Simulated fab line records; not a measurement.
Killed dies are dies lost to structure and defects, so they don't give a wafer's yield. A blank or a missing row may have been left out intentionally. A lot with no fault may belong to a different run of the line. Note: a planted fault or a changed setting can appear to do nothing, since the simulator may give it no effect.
fab line records | flow sky130 | part 1 of 2: steps 1 to 33 of 45
record lots=5 | wafers=15 | last-day=50
route steps=708 shown NWELL@32 DNWELL@35 PWDE@45
lots that met no fault: from a run of the same line without faults
start-h: start of the lot's first displayed wafer, in hours after the record's first day | wait-h: how many hours have passed since the lot's step before this one | " identical to the entry in the row above | L1.1+2: a single row standing in for several wafers | - either no value or no given start | * or withheld: withheld | < > ~ a bound
route shown NAME@n: NAME is a module with steps in the file, n the number in the route of the first one | usual: mean/standard deviation of fault-free wafers | same: alike in all rows | chamber/n: place in a boat | sites: readings site by site | _std_site: their standard deviation | _edge_site: outer sites' mean less inner sites' | radius-mm: for every site, how far away it sits from the centre of the wafer | mask NAME#n: copy n | behind: the tool/chamber that last shaped the wafer | hold: the reason the lot was held/the length of the hold in hours/how it ended | device: which transistor (n, p or np) failed to switch | end of line: the route-end tests of the same wafers | step lacking rows: just its recipe | killed: dies lost to structure and defects at the first sort, not the wafer's yield | map: per-die view of a wafer (x killed, . not killed, _ where there is no die)
set.NAME: the run value of the setting; set.NAME@STEP: its run value at that earlier step | model.NAME: the simulator's own value behind a step, which no gauge read
lots seen at some steps along the route; tables by step, rows by wafer
services: from which hour (start-h, from the record's first day; less than 0 if before it) a tool's chamber was out of use, for how many hours, and why
## steps
# step SKY_NWELL_CLEAN_00
# recipe chemistry=SC1/SC2 | mix=1:4:20 | temp-c=70 | time-s=150 | dry=n2-spin
lot.wafer  | tool         | chamber | start-h | wait-h
L074.1+5+6 | wet-bench-03 | 1       | 34.54   | 0.0
L079.1+2+6 | wet-bench-03 | 3       | 61.33   | 0.0
L086.2+3+4 | wet-bench-04 | 3       | 95.80   | 0.0
L090.1+5+6 | wet-bench-02 | 2       | 115.92  | 0.0
L094.1+3+4 | wet-bench-03 | 1       | 140.27  | 0.0
# step SKY_NWELL_OXIDATION_01
# recipe temp-c=900 | ambient=O2 | stabilise-s=600 | purge-s=300 | target-thk-a=100 | ox-time-s=1418
# usual spike-tc-upper-C=900.1/1 | zone-power-top-pct=32.1/1.6
# same ox-time-s=1418
lot.wafer | tool       | chamber | start-h | wait-h | spike-tc-upper-C | zone-power-top-pct
L074.1    | furnace-01 | 0       | 34.59   | 0.0    | 899.3            | 34.8
L074.5    | "          | 0       | "       | "      | 899.3            | 34.1
L074.6    | "          | 0       | "       | "      | 900.1            | 34.2
L079.1    | furnace-01 | 0       | 62.10   | 0.7    | 900.1            | 33.6
L079.2    | "          | 0       | "       | "      | 900.1            | 34.4
L079.6    | "          | 0       | "       | "      | 901.2            | 34.9
L086.2    | furnace-02 | 0       | 96.28   | 0.4    | 902.2            | 31.1
L086.3    | "          | 0       | "       | "      | 899.1            | 30.9
L086.4    | "          | 0       | "       | "      | 901.2            | 31.3
L090.1    | furnace-01 | 0       | 115.97  | 0.0    | 899.4            | 34.5
L090.5    | "          | 0       | "       | "      | 899.2            | 33.5
L090.6    | "          | 0       | "       | "      | 900.1            | 34.3
L094.1    | furnace-02 | 0       | 140.68  | 0.4    | 902.1            | 31.0
L094.3    | "          | 0       | "       | "      | 900.1            | 30.9
L094.4    | "          | 0       | "       | "      | 899.6            | 31.1
# step SKY_NWELL_THK_MEAS_02
# recipe reads=SiO2_of_NWELL_OXIDATION_01
# usual NWELL_OXIDATION_THK=10.08/0.17
lot.wafer | tool          | chamber | start-h | wait-h | NWELL_OXIDATION_THK[nm]
L074.1    | film-metro-04 | -       | 35.98   | 0.0    | 9.98
L074.5    | "             | -       | "       | "      | 9.86
L074.6    | "             | -       | "       | "      | 9.98
L079.1    | film-metro-04 | -       | 63.49   | 0.0    | 9.98
L079.2    | "             | -       | "       | "      | 10.10
L079.6    | "             | -       | "       | "      | 10.15
L086.2    | film-metro-04 | -       | 97.69   | 0.0    | 9.98
L086.3    | "             | -       | "       | "      | 9.97
L086.4    | "             | -       | "       | "      | 9.86
L090.1    | film-metro-01 | -       | 117.36  | 0.0    | 10.08
L090.5    | "             | -       | "       | "      | 10.39
L090.6    | "             | -       | "       | "      | 10.32
L094.1    | film-metro-02 | -       | 142.07  | 0.0    | 10.20
L094.3    | "             | -       | "       | "      | 10.30
L094.4    | "             | -       | "       | "      | 10.26
# step SKY_DNWELL_DEHYDRATE_00
# recipe temp-c=200 | time-s=60
lot.wafer  | tool           | chamber | start-h | wait-h
L074.1+5+6 | litho-track-01 | 0       | 42.88   | 6.9
L079.1+2+6 | litho-track-03 | 0       | 71.09   | 7.6
L086.2+3+4 | litho-track-04 | 0       | 105.74  | 8.0
L090.1+5+6 | litho-track-04 | 0       | 126.17  | 8.8
L094.1+3+4 | litho-track-04 | 0       | 150.97  | 8.9
# step SKY_DNWELL_HMDS_01
# recipe prime-time-s=60 | prime-temp-c=120
lot.wafer  | tool           | chamber | start-h | wait-h
L074.1+5+6 | litho-track-01 | 0       | 43.03   | 0.1
L079.1+2+6 | litho-track-03 | 0       | 71.24   | 0.1
L086.2+3+4 | litho-track-04 | 0       | 105.89  | 0.1
L090.1+5+6 | litho-track-04 | 0       | 126.32  | 0.1
L094.1+3+4 | litho-track-04 | 0       | 151.12  | 0.1
# step SKY_DNWELL_COAT_02
# recipe spin-rpm=2000 | resist-thk-nm=3000
lot.wafer  | tool           | chamber | start-h | wait-h
L074.1+5+6 | litho-track-01 | 0       | 43.18   | 0.1
L079.1+2+6 | litho-track-03 | 0       | 71.39   | 0.1
L086.2+3+4 | litho-track-04 | 0       | 106.04  | 0.1
L090.1+5+6 | litho-track-04 | 0       | 126.47  | 0.1
L094.1+3+4 | litho-track-04 | 0       | 151.27  | 0.1
# step SKY_DNWELL_SOFTBAKE_03
# recipe temp-c=110 | time-s=withheld
lot.wafer  | tool           | chamber | start-h | wait-h
L074.1+5+6 | litho-track-01 | 0       | 43.33   | 0.1
L079.1+2+6 | litho-track-03 | 0       | 71.54   | 0.1
L086.2+3+4 | litho-track-04 | 0       | 106.20  | 0.1
L090.1+5+6 | litho-track-04 | 0       | 126.62  | 0.1
L094.1+3+4 | litho-track-04 | 0       | 151.42  | 0.1
# step SKY_DNWELL_EXPOSE_04
# recipe mask-id=DNM | na=0.57 | target-cd-nm=3000 | dose-mj=222
# usual focus-offset-nm=0.0/0.57 | stage-vel-mm-s=500.04/0.26
lot.wafer | tool             | chamber | start-h | wait-h | mask  | focus-offset-nm | stage-vel-mm-s
L074.1    | iline-stepper-02 | 0       | -       | -      | DNM#0 | -0.5            | 500.23
L074.5    | "                | 0       | "       | "      | DNM#0 | -0.3            | 500.22
L074.6    | "                | 0       | "       | "      | DNM#0 | -0.5            | 499.96
L079.1    | iline-stepper-02 | 0       | -       | -      | DNM#0 | 1.3             | 499.77
L079.2    | "                | 0       | "       | "      | DNM#0 | 0.0             | 499.83
L079.6    | "                | 0       | "       | "      | DNM#0 | 0.9             | 499.89
L086.2    | iline-stepper-01 | 0       | -       | -      | DNM#0 | -0.7            | 499.87
L086.3    | "                | 0       | "       | "      | DNM#0 | 0.4             | 499.98
L086.4    | "                | 0       | "       | "      | DNM#0 | 0.1             | 500.13
L090.1    | iline-stepper-02 | 0       | -       | -      | DNM#0 | 1.1             | 500.52
L090.5    | "                | 0       | "       | "      | DNM#0 | -0.3            | 499.94
L090.6    | "                | 0       | "       | "      | DNM#0 | 0.2             | 500.60
L094.1    | iline-stepper-02 | 0       | -       | -      | DNM#0 | -0.8            | 500.37
L094.3    | "                | 0       | "       | "      | DNM#0 | -1.2            | 500.25
L094.4    | "                | 0       | "       | "      | DNM#0 | -1.1            | 500.66
# step SKY_DNWELL_PEB_05
# recipe temp-c=115 | time-s=withheld
lot.wafer  | tool           | chamber | start-h | wait-h
L074.1+5+6 | litho-track-04 | 0       | -       | -
L079.1+2+6 | litho-track-04 | 0       | -       | -
L086.2+3+4 | litho-track-03 | 0       | -       | -
L090.1+5+6 | litho-track-04 | 0       | -       | -
L094.1+3+4 | litho-track-04 | 0       | -       | -
# step SKY_DNWELL_DEVELOP_06
# recipe wall-angle-deg=90 | developer=TMAH | develop-time-s=60 | dev-temp-c=23
lot.wafer  | tool           | chamber | start-h | wait-h
L074.1+5+6 | litho-track-04 | 0       | -       | -
L079.1+2+6 | litho-track-04 | 0       | -       | -
L086.2+3+4 | litho-track-03 | 0       | -       | -
L090.1+5+6 | litho-track-04 | 0       | -       | -
L094.1+3+4 | litho-track-04 | 0       | -       | -
# step SKY_DNWELL_IMPLANT_07
# recipe species=P | energy-kev=withheld | dose-cm2=withheld | tilt-deg=withheld
# usual end-station-pressure-torr=5e-06/2.7e-07
lot.wafer | tool         | chamber | start-h | wait-h | end-station-pressure-torr
L074.1    | implanter-01 | 0       | 50.87   | -      | 5.25e-06
L074.5    | "            | 0       | "       | "      | 5.08e-06
L074.6    | "            | 0       | "       | "      | 5.39e-06
L079.1    | implanter-04 | 0       | 79.72   | -      | 4.88e-06
L079.2    | "            | 0       | "       | "      | 4.18e-06
L079.6    | "            | 0       | "       | "      | 5e-06
L086.2    | implanter-04 | 0       | 115.61  | -      | 5.19e-06
L086.3    | "            | 0       | "       | "      | 5.16e-06
L086.4    | "            | 0       | "       | "      | 4.99e-06
L090.1    | implanter-03 | 0       | 136.27  | -      | 4.63e-06
L090.5    | "            | 0       | "       | "      | 4.92e-06
L090.6    | "            | 0       | "       | "      | 5.59e-06
L094.1    | implanter-04 | 0       | 161.42  | -      | 4.69e-06
L094.3    | "            | 0       | "       | "      | 5.11e-06
L094.4    | "            | 0       | "       | "      | 4.43e-06
# step SKY_DNWELL_STRIP_08
# recipe chemistry=O2/N2 | power-w=1400 | pressure-mtorr=1500 | platen-temp-c=withheld | o2-flow-sccm=3000 | n2-flow-sccm=300 | overash-fraction=0.5
# usual drypump-motor-current-A=6.0/0.47 | oes-product-au=0.723/0.0045 | strip-time-to-endpoint-s=36.93/0.1
lot.wafer | tool            | chamber | start-h | wait-h | drypump-motor-current-A | oes-product-au | rf-hours-counter-h | strip-time-to-endpoint-s
L074.1    | plasma-asher-02 | 0       | 51.02   | 0.1    | 6.3                     | 0.724          | 38                 | 36.99
L074.5    | "               | 0       | "       | "      | 6.3                     | 0.718          | -                  | 36.84
L074.6    | "               | 1       | "       | "      | 6.5                     | 0.717          | -                  | 36.97
L079.1    | plasma-asher-02 | 1       | 79.87   | 0.1    | 6.5                     | 0.718          | 41                 | 37.10
L079.2    | "               | 0       | "       | "      | 6.2                     | 0.731          | 41                 | 37.12
L079.6    | "               | 0       | "       | "      | 6.3                     | 0.727          | -                  | 37.08
L086.2    | plasma-asher-02 | 0       | 115.74  | 0.1    | 6.2                     | 0.712          | 45                 | 36.84
L086.3    | "               | 0       | "       | "      | 6.2                     | 0.719          | -                  | 36.98
L086.4    | "               | 1       | "       | "      | 6.5                     | 0.721          | -                  | 36.83
L090.1    | plasma-asher-01 | 0       | 136.42  | 0.1    | 5.7                     | 0.720          | 2                  | 36.96
L090.5    | "               | 0       | "       | "      | 5.7                     | 0.729          | -                  | 36.92
L090.6    | "               | 1       | "       | "      | 6.1                     | 0.720          | -                  | 36.87
L094.1    | plasma-asher-03 | 1       | 161.57  | 0.1    | 5.7                     | 0.722          | 46                 | 36.84
L094.3    | "               | 1       | "       | "      | 5.7                     | 0.722          | -                  | 36.84
L094.4    | "               | 0       | "       | "      | 5.2                     | 0.724          | -                  | 36.89
# step SKY_DNWELL_TW_MEAS_09
# usual DNWELL_TW=1114/12
lot.wafer | tool          | chamber | start-h | wait-h | DNWELL_TW
L074.1    | film-metro-01 | -       | 51.12   | 0.1    | 1107
L074.5    | "             | -       | "       | "      | 1104
L074.6    | "             | -       | "       | "      | 1101
L079.1    | film-metro-01 | -       | 79.97   | 0.1    | 1117
L079.2    | "             | -       | "       | "      | 1113
L079.6    | "             | -       | "       | "      | 1116
L086.2    | film-metro-02 | -       | 115.85  | 0.1    | 1122
L086.3    | "             | -       | "       | "      | 1120
L086.4    | "             | -       | "       | "      | 1121
L090.1    | film-metro-02 | -       | 136.52  | 0.1    | 1125
L090.5    | "             | -       | "       | "      | 1117
L090.6    | "             | -       | "       | "      | 1128
L094.1    | film-metro-01 | -       | 161.67  | 0.1    | 1109
L094.3    | "             | -       | "       | "      | 1111
L094.4    | "             | -       | "       | "      | 1112
# step SKY_PWDE_DEHYDRATE_00
# recipe temp-c=200 | time-s=60
lot.wafer  | tool           | chamber | start-h | wait-h
L074.1+5+6 | litho-track-02 | 0       | 58.38   | 7.3
L079.1+2+6 | litho-track-02 | 0       | 87.68   | 7.7
L086.2+3+4 | litho-track-03 | 0       | 124.71  | 8.9
L090.1+5+6 | litho-track-02 | 0       | 145.93  | 9.4
L094.1+3+4 | litho-track-02 | 0       | 171.13  | 9.5
# step SKY_PWDE_HMDS_01
# recipe prime-time-s=60 | prime-temp-c=120
lot.wafer  | tool           | chamber | start-h | wait-h
L074.1+5+6 | litho-track-02 | 0       | 58.53   | 0.1
L079.1+2+6 | litho-track-02 | 0       | 87.83   | 0.1
L086.2+3+4 | litho-track-03 | 0       | 124.86  | 0.1
L090.1+5+6 | litho-track-02 | 0       | 146.08  | 0.1
L094.1+3+4 | litho-track-02 | 0       | 171.28  | 0.1
# step SKY_PWDE_COAT_02
# recipe spin-rpm=2000 | resist-thk-nm=3000
lot.wafer  | tool           | chamber | start-h | wait-h
L074.1+5+6 | litho-track-02 | 0       | 58.68   | 0.1
L079.1+2+6 | litho-track-02 | 0       | 87.98   | 0.1
L086.2+3+4 | litho-track-03 | 0       | 125.01  | 0.1
L090.1+5+6 | litho-track-02 | 0       | 146.23  | 0.1
L094.1+3+4 | litho-track-02 | 0       | 171.43  | 0.1
# step SKY_PWDE_SOFTBAKE_03
# recipe temp-c=110 | time-s=withheld
lot.wafer  | tool           | chamber | start-h | wait-h
L074.1+5+6 | litho-track-02 | 0       | 58.83   | 0.1
L079.1+2+6 | litho-track-02 | 0       | 88.13   | 0.1
L086.2+3+4 | litho-track-03 | 0       | 125.17  | 0.1
L090.1+5+6 | litho-track-02 | 0       | 146.38  | 0.1
L094.1+3+4 | litho-track-02 | 0       | 171.58  | 0.1
# step SKY_PWDE_EXPOSE_04
# recipe mask-id=PWDEM | na=0.6 | source-shape=conventional | sigma-outer=0.6 | polarization=unpolarized | target-cd-nm=840 | dose-mj=214
# usual focus-offset-nm=-0.1/0.51 | stage-vel-mm-s=500.01/0.25
lot.wafer | tool             | chamber | start-h | wait-h | mask    | focus-offset-nm | stage-vel-mm-s
L074.1    | iline-stepper-02 | 0       | -       | -      | PWDEM#0 | 0.9             | 500.05
L074.5    | "                | 0       | "       | "      | PWDEM#0 | -0.6            | 500.25
L074.6    | "                | 0       | "       | "      | PWDEM#0 | -0.1            | 499.87
L079.1    | iline-stepper-01 | 0       | -       | -      | PWDEM#0 | -0.6            | 499.85
L079.2    | "                | 0       | "       | "      | PWDEM#0 | -0.3            | 499.77
L079.6    | "                | 0       | "       | "      | PWDEM#0 | -1.0            | 500.17
L086.2    | iline-stepper-01 | 0       | -       | -      | PWDEM#0 | 0.0             | 499.90
L086.3    | "                | 0       | "       | "      | PWDEM#0 | 0.6             | 500.05
L086.4    | "                | 0       | "       | "      | PWDEM#0 | 0.1             | 500.27
L090.1    | iline-stepper-02 | 0       | -       | -      | PWDEM#0 | 0.3             | 499.78
L090.5    | "                | 0       | "       | "      | PWDEM#0 | 0.0             | 499.43
L090.6    | "                | 0       | "       | "      | PWDEM#0 | -0.1            | 499.85
L094.1    | iline-stepper-01 | 0       | -       | -      | PWDEM#0 | -0.2            | 500.02
L094.3    | "                | 0       | "       | "      | PWDEM#0 | -0.5            | 499.80
L094.4    | "                | 0       | "       | "      | PWDEM#0 | -0.3            | 499.73
# step SKY_PWDE_PEB_05
# recipe temp-c=115 | time-s=withheld
lot.wafer  | tool           | chamber | start-h | wait-h
L074.1+5+6 | litho-track-01 | 0       | -       | -
L079.1+2+6 | litho-track-01 | 0       | -       | -
L086.2+3+4 | litho-track-01 | 0       | -       | -
L090.1+5+6 | litho-track-01 | 0       | -       | -
L094.1+3+4 | litho-track-01 | 0       | -       | -
# step SKY_PWDE_DEVELOP_06
# recipe wall-angle-deg=90 | developer=TMAH | develop-time-s=60 | dev-temp-c=23
lot.wafer  | tool           | chamber | start-h | wait-h
L074.1+5+6 | litho-track-01 | 0       | -       | -
L079.1+2+6 | litho-track-01 | 0       | -       | -
L086.2+3+4 | litho-track-01 | 0       | -       | -
L090.1+5+6 | litho-track-01 | 0       | -       | -
L094.1+3+4 | litho-track-01 | 0       | -       | -
# step SKY_PWDE_OVL_MEAS_07
# usual PWDE_OVL=0.5/1.5
lot.wafer | tool       | chamber | start-h | wait-h | PWDE_OVL[nm]
L074.1    | overlay-02 | -       | 67.23   | -      | 1.1
L074.5    | "          | -       | "       | "      | 2.9
L074.6    | "          | -       | "       | "      | 1.7
L079.1    | overlay-02 | -       | 96.78   | -      | -3.1
L079.2    | "          | -       | "       | "      | -1.8
L079.6    | "          | -       | "       | "      | -1.9
L086.2    | overlay-02 | -       | 134.54  | -      | 0.9
L086.3    | "          | -       | "       | "      | 0.5
L086.4    | "          | -       | "       | "      | 1.3
L090.1    | overlay-01 | -       | 155.83  | -      | -0.8
L090.5    | "          | -       | "       | "      | -0.5
L090.6    | "          | -       | "       | "      | 0.8
L094.1    | overlay-01 | -       | 182.13  | -      | 0.5
L094.3    | "          | -       | "       | "      | -0.8
L094.4    | "          | -       | "       | "      | 1.0
# step SKY_PWDE_IMPLANT_08
# recipe species=B | energy-kev=150 | dose-cm2=3.684e+12 | tilt-deg=withheld
# usual end-station-pressure-torr=5.03e-06/2.6e-07
lot.wafer | tool         | chamber | start-h | wait-h | end-station-pressure-torr
L074.1    | implanter-02 | 0       | 67.27   | 0.0    | 5.64e-06
L074.5    | "            | 0       | "       | "      | 5.16e-06
L074.6    | "            | 0       | "       | "      | 5.3e-06
L079.1    | implanter-02 | 0       | 96.82   | 0.0    | 5.82e-06
L079.2    | "            | 0       | "       | "      | 5.34e-06
L079.6    | "            | 0       | "       | "      | 5.24e-06
L086.2    | implanter-03 | 0       | 134.59  | 0.0    | 5.06e-06
L086.3    | "            | 0       | "       | "      | 4.82e-06
L086.4    | "            | 0       | "       | "      | 5.13e-06
L090.1    | implanter-02 | 0       | 155.87  | 0.0    | 5.29e-06
L090.5    | "            | 0       | "       | "      | 5.03e-06
L090.6    | "            | 0       | "       | "      | 4.99e-06
L094.1    | implanter-03 | 0       | 182.17  | 0.0    | 4.99e-06
L094.3    | "            | 0       | "       | "      | 5.09e-06
L094.4    | "            | 0       | "       | "      | 4.97e-06
# step SKY_PWDE_STRIP_09
# recipe chemistry=O2/N2 | power-w=1400 | pressure-mtorr=1500 | platen-temp-c=withheld | o2-flow-sccm=3000 | n2-flow-sccm=300 | overash-fraction=0.5
# usual drypump-motor-current-A=5.7/0.48 | oes-product-au=0.722/0.0046 | strip-time-to-endpoint-s=36.95/0.095
lot.wafer | tool            | chamber | start-h | wait-h | drypump-motor-current-A | oes-product-au | rf-hours-counter-h | strip-time-to-endpoint-s
L074.1    | plasma-asher-04 | 1       | 67.42   | 0.1    | 5.7                     | 0.719          | 25                 | 36.88
L074.5    | "               | 0       | "       | "      | 5.2                     | 0.723          | -                  | 37.05
L074.6    | "               | 1       | "       | "      | 5.7                     | 0.727          | -                  | 36.96
L079.1    | plasma-asher-04 | 0       | 96.97   | 0.1    | 5.2                     | 0.727          | 28                 | 36.90
L079.2    | "               | 1       | "       | "      | 5.7                     | 0.723          | 28                 | 36.98
L079.6    | "               | 0       | "       | "      | 5.2                     | 0.720          | -                  | 37.00
L086.2    | plasma-asher-02 | 1       | 134.72  | 0.1    | 6.5                     | 0.710          | 47                 | 36.95
L086.3    | "               | 0       | "       | "      | 6.3                     | 0.721          | -                  | 36.97
L086.4    | "               | 1       | "       | "      | 6.5                     | 0.724          | -                  | 37.00
L090.1    | plasma-asher-04 | 0       | 156.02  | 0.1    | 5.2                     | 0.723          | 33                 | 36.94
L090.5    | "               | 1       | "       | "      | 5.7                     | 0.721          | -                  | 36.75
L090.6    | "               | 0       | "       | "      | 5.2                     | 0.729          | -                  | 36.90
L094.1    | plasma-asher-02 | 0       | 182.32  | 0.1    | 6.2                     | 0.724          | 52                 | 37.01
L094.3    | "               | 1       | "       | "      | 6.5                     | 0.719          | -                  | 36.97
L094.4    | "               | 0       | "       | "      | 6.2                     | 0.715          | -                  | 36.83
# step SKY_PWDE_TW_MEAS_10
# usual PWDE_TW=377/3.7
lot.wafer | tool          | chamber | start-h | wait-h | PWDE_TW
L074.1    | film-metro-02 | -       | 67.52   | 0.1    | 380
L074.5    | "             | -       | "       | "      | 379
L074.6    | "             | -       | "       | "      | 379
L079.1    | film-metro-02 | -       | 97.07   | 0.1    | 381
L079.2    | "             | -       | "       | "      | 380
L079.6    | "             | -       | "       | "      | 381
L086.2    | film-metro-02 | -       | 134.83  | 0.1    | 381
L086.3    | "             | -       | "       | "      | 384
L086.4    | "             | -       | "       | "      | 382
L090.1    | film-metro-02 | -       | 156.12  | 0.1    | 381
L090.5    | "             | -       | "       | "      | 382
L090.6    | "             | -       | "       | "      | 379
L094.1    | film-metro-02 | -       | 182.42  | 0.1    | 378
L094.3    | "             | -       | "       | "      | 379
L094.4    | "             | -       | "       | "      | 380
# step SKY_NWELL_DEHYDRATE_03
# recipe temp-c=200 | time-s=60
lot.wafer  | tool           | chamber | start-h | wait-h
L074.1+5+6 | litho-track-01 | 0       | 75.03   | 7.5
L079.1+2+6 | litho-track-02 | 0       | 105.33  | 8.3
L086.2+3+4 | litho-track-01 | 0       | 144.31  | 9.5
L090.1+5+6 | litho-track-01 | 0       | 165.48  | 9.4
L094.1+3+4 | litho-track-01 | 0       | 192.98  | 10.6
# step SKY_NWELL_HMDS_04
# recipe prime-time-s=60 | prime-temp-c=120
lot.wafer  | tool           | chamber | start-h | wait-h
L074.1+5+6 | litho-track-01 | 0       | 75.18   | 0.1
L079.1+2+6 | litho-track-02 | 0       | 105.48  | 0.1
L086.2+3+4 | litho-track-01 | 0       | 144.46  | 0.1
L090.1+5+6 | litho-track-01 | 0       | 165.63  | 0.1
L094.1+3+4 | litho-track-01 | 0       | 193.13  | 0.1
# step SKY_NWELL_COAT_05
# recipe spin-rpm=2000 | resist-thk-nm=3000
lot.wafer  | tool           | chamber | start-h | wait-h
L074.1+5+6 | litho-track-01 | 0       | 75.33   | 0.1
L079.1+2+6 | litho-track-02 | 0       | 105.63  | 0.1
L086.2+3+4 | litho-track-01 | 0       | 144.61  | 0.1
L090.1+5+6 | litho-track-01 | 0       | 165.78  | 0.1
L094.1+3+4 | litho-track-01 | 0       | 193.28  | 0.1
# step SKY_NWELL_SOFTBAKE_06
# recipe temp-c=110 | time-s=withheld
lot.wafer  | tool           | chamber | start-h | wait-h
L074.1+5+6 | litho-track-01 | 0       | 75.48   | 0.1
L079.1+2+6 | litho-track-02 | 0       | 105.78  | 0.1
L086.2+3+4 | litho-track-01 | 0       | 144.77  | 0.1
L090.1+5+6 | litho-track-01 | 0       | 165.93  | 0.1
L094.1+3+4 | litho-track-01 | 0       | 193.43  | 0.1
# step SKY_NWELL_EXPOSE_07
# recipe mask-id=NWM | na=0.6 | source-shape=conventional | sigma-outer=0.6 | polarization=unpolarized | target-cd-nm=840 | dose-mj=255
# usual focus-offset-nm=0.0/0.57 | stage-vel-mm-s=499.98/0.27
lot.wafer | tool             | chamber | start-h | wait-h | mask  | focus-offset-nm | stage-vel-mm-s
L074.1    | iline-stepper-02 | 0       | -       | -      | NWM#0 | 0.0             | 500.09
L074.5    | "                | 0       | "       | "      | NWM#0 | 0.0             | 500.55
L074.6    | "                | 0       | "       | "      | NWM#0 | 0.3             | 500.50
L079.1    | iline-stepper-01 | 0       | -       | -      | NWM#0 | 0.6             | 499.85
L079.2    | "                | 0       | "       | "      | NWM#0 | -0.2            | 499.92
L079.6    | "                | 0       | "       | "      | NWM#0 | 0.2             | 499.95
L086.2    | iline-stepper-02 | 0       | -       | -      | NWM#0 | 1.1             | 500.15
L086.3    | "                | 0       | "       | "      | NWM#0 | 1.3             | 499.87
L086.4    | "                | 0       | "       | "      | NWM#0 | 1.0             | 500.28
L090.1    | iline-stepper-02 | 0       | -       | -      | NWM#0 | -0.5            | 499.88
L090.5    | "                | 0       | "       | "      | NWM#0 | 0.1             | 499.98
L090.6    | "                | 0       | "       | "      | NWM#0 | 0.5             | 500.42
L094.1    | iline-stepper-01 | 0       | -       | -      | NWM#0 | -0.1            | 500.09
L094.3    | "                | 0       | "       | "      | NWM#0 | -0.2            | 499.83
L094.4    | "                | 0       | "       | "      | NWM#0 | -0.6            | 500.01
# step SKY_NWELL_PEB_08
# recipe temp-c=115 | time-s=withheld
lot.wafer  | tool           | chamber | start-h | wait-h
L074.1+5+6 | litho-track-01 | 0       | -       | -
L079.1+2+6 | litho-track-04 | 0       | -       | -
L086.2+3+4 | litho-track-02 | 0       | -       | -
L090.1+5+6 | litho-track-01 | 0       | -       | -
L094.1+3+4 | litho-track-01 | 0       | -       | -
# step SKY_NWELL_DEVELOP_09
# recipe wall-angle-deg=90 | developer=TMAH | develop-time-s=60 | dev-temp-c=23
lot.wafer  | tool           | chamber | start-h | wait-h
L074.1+5+6 | litho-track-01 | 0       | -       | -
L079.1+2+6 | litho-track-04 | 0       | -       | -
L086.2+3+4 | litho-track-02 | 0       | -       | -
L090.1+5+6 | litho-track-01 | 0       | -       | -
L094.1+3+4 | litho-track-01 | 0       | -       | -
# step SKY_NWELL_OVL_MEAS_10
# usual NWELL_00_OVL=0.6/1.8
lot.wafer | tool       | chamber | start-h | wait-h | NWELL_00_OVL[nm]
L074.1    | overlay-01 | -       | 83.48   | -      | 1.2
L074.5    | "          | -       | "       | "      | 2.6
L074.6    | "          | -       | "       | "      | 2.1
L079.1    | overlay-02 | -       | 114.77  | -      | 1.6
L079.2    | "          | -       | "       | "      | -0.8
L079.6    | "          | -       | "       | "      | 1.7
L086.2    | overlay-02 | -       | 154.24  | -      | -1.9
L086.3    | "          | -       | "       | "      | -0.5
L086.4    | "          | -       | "       | "      | -4.2
L090.1    | overlay-01 | -       | 175.93  | -      | 0.3
L090.5    | "          | -       | "       | "      | 2.3
L090.6    | "          | -       | "       | "      | -0.2
L094.1    | overlay-02 | -       | 212.64  | -      | -0.5
L094.3    | "          | -       | "       | "      | -1.1
L094.4    | "          | -       | "       | "      | 0.5
# step SKY_NWELL_IMPLANT_11
# recipe species=P | energy-kev=400 | dose-cm2=1.9e+13 | tilt-deg=withheld
# usual end-station-pressure-torr=5.07e-06/2.6e-07
lot.wafer | tool         | chamber | start-h | wait-h | end-station-pressure-torr
L074.1    | implanter-02 | 0       | 83.52   | 0.0    | 5.15e-06
L074.5    | "            | 0       | "       | "      | 5.07e-06
L074.6    | "            | 0       | "       | "      | 5.37e-06
L079.1    | implanter-01 | 0       | 114.80  | 0.0    | 5.03e-06
L079.2    | "            | 0       | "       | "      | 4.88e-06
L079.6    | "            | 0       | "       | "      | 4.85e-06
L086.2    | implanter-02 | 0       | 154.29  | 0.0    | 5.14e-06
L086.3    | "            | 0       | "       | "      | 4.51e-06
L086.4    | "            | 0       | "       | "      | 5.11e-06
L090.1    | implanter-04 | 0       | 175.97  | 0.0    | 5.31e-06
L090.5    | "            | 0       | "       | "      | 5.81e-06
L090.6    | "            | 0       | "       | "      | 5.16e-06
L094.1    | implanter-04 | 0       | 212.84  | 0.2    | 4.73e-06
L094.3    | "            | 0       | "       | "      | 5.18e-06
L094.4    | "            | 0       | "       | "      | 4.74e-06
